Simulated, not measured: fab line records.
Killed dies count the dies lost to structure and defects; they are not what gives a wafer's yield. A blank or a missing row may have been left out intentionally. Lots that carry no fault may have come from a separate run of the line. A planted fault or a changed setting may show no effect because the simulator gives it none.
Which tool did it? -- flow sky130 -- 12 lots (36 wafers sampled), 1 step of a 708-step route

WHAT THE GAUGES SHOWED, per wafer
SKY_VIA4_OVL_MEAS_11. Usual: VIA4_OVL 0.0 nm, standard deviation 1.6.
lot,measured,on,VIA4_OVL (nm),flag
L228,day 43 01:43,overlay-01,0.3 -0.4 1.2,
L229,day 43 10:28,overlay-02,0.5 0.4 3.0,
L230,day 43 13:59,overlay-01,0.7 1.9 2.0,
L231,day 43 16:01,overlay-01,-2.6 -2.1 -1.1,
L232,day 43 22:27,overlay-02,1.7 -0.9 1.1,
L233,day 44 06:26,overlay-01,0.1 1.6 0.9,
L236,day 45 04:56,overlay-02,0.1 -1.8 -1.9,
L238,day 45 14:53,overlay-01,-0.6 -1.7 -0.3,
L242,day 46 11:32,overlay-01,0.7 0.4 1.7,
L245,day 47 07:01,overlay-01,-1.2 -1.3 1.1,
L247,day 47 19:56,overlay-01,1.5 2.1 3.2,
L248,day 48 01:58,overlay-02,3.5 2.4 -0.8,

EACH LOT AND THE TOOL THAT RAN IT (in order: tool; ch and the chambers of the sampled wafers; start)
No process step before these readings appears in the record.

WHAT THE TOOLS THEMSELVES READ (means of the sampled wafers that have a number; where no wafer has one, the mark that the record gives instead)
The record holds no such reading with a usual standard deviation.

THE ANSWER, worked out from the rows above alone
Rule: take the mean of a lot's wafers that have a number; if it is more than 3 standard deviations from the usual mean, the lot is off. Also off: a lot with no number at a reading for which 4 or more lots have one. All remaining lots with rows at the step are treated as sound. First the gauges in route order, then the tools' own readings, where a lot's mean is used as printed above. At the first step where some lot is off, the reading lying furthest off is the one used; lots without a number count as furthest.
None of the lots is off at any reading shown; this tells nothing.

WHAT THE SIMULATOR HAD PUT IN
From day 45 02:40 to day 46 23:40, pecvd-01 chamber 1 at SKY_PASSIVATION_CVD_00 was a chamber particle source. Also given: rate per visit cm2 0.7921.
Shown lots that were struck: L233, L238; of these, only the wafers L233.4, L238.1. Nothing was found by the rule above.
